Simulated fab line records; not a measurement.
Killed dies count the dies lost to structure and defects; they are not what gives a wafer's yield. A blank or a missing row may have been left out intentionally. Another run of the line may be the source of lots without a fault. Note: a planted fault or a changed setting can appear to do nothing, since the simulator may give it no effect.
Matching of chambers / flow sky130 / SKY_VIA1_ETCH_15 on rie diel-02 has 4 sister chambers
The step etches SiO2 in C4F8/O2/Ar, stops on TiN, target depth 351 nm, time 54 s. 8 wafers are shown with their chamber, then 7 later ones without.

== WAFERS PAIRED WITH THEIR CHAMBERS ==
wafer=L990.6; chamber=3; run length s (s)=82.3; oes product au (a.u.)=0.975
wafer=L997.5; chamber=0; run length s (s)=82.5; oes product au (a.u.)=0.984
wafer=L997.6; chamber=3; run length s (s)=82.3; oes product au (a.u.)=0.985
wafer=L999.3; chamber=0; run length s (s)=82.8; oes product au (a.u.)=0.985
wafer=L109.2; chamber=2; run length s (s)=82.2; oes product au (a.u.)=0.976
wafer=L109.6; chamber=1; run length s (s)=81.8; oes product au (a.u.)=0.980
wafer=L111.1; chamber=1; run length s (s)=81.6; oes product au (a.u.)=0.976
wafer=L111.4; chamber=2; run length s (s)=82.1; oes product au (a.u.)=0.968

== WAFERS WHOSE CHAMBER IS MISSING ==
wafer=L111.5; run length s (s)=82.3; oes product au (a.u.)=0.983
wafer=L112.1; run length s (s)=82.5; oes product au (a.u.)=0.987
wafer=L112.3; run length s (s)=82.3; oes product au (a.u.)=0.972
wafer=L112.6; run length s (s)=82.1; oes product au (a.u.)=0.985
wafer=L113.4; run length s (s)=81.6; oes product au (a.u.)=0.988
wafer=L113.5; run length s (s)=82.0; oes product au (a.u.)=0.982
wafer=L113.6; run length s (s)=82.1; oes product au (a.u.)=0.995

== WHICH CHAMBER EACH ONE RAN IN ==
wafer=L111.5; from the rows above=can't be placed: 3 or 2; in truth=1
wafer=L112.1; from the rows above=can't be placed: 0 or 3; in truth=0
wafer=L112.3; from the rows above=can't be placed: 2 or 3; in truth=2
wafer=L112.6; from the rows above=can't be placed: 3 or 2 or 1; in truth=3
wafer=L113.4; from the rows above=1; in truth=1
wafer=L113.5; from the rows above=can't be placed: 3 or 2 or 1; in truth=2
wafer=L113.6; from the rows above=can't be placed: 3 or 1 or 0 or 2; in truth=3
Placed correctly: 1 of 7. From these rows, 6 cannot be placed; in 5 the true chamber is one of the candidates. Placed wrongly: 0.
How it was worked out, from the rows above alone: a wafer's distance from a chamber is the root of the sum, over the readings, of the square of ((its reading less the chamber's mean) divided by the reading's scatter). If the next closest chamber is less than 2 further off than the closest, the wafer can't be placed; otherwise it belongs to the closest. The mean given for a chamber averages the wafers shown for that chamber. The scatter: take each reading less its chamber's mean, square it, sum over the shown wafers, divide by the number of wafers less the number of chambers, and take the root.
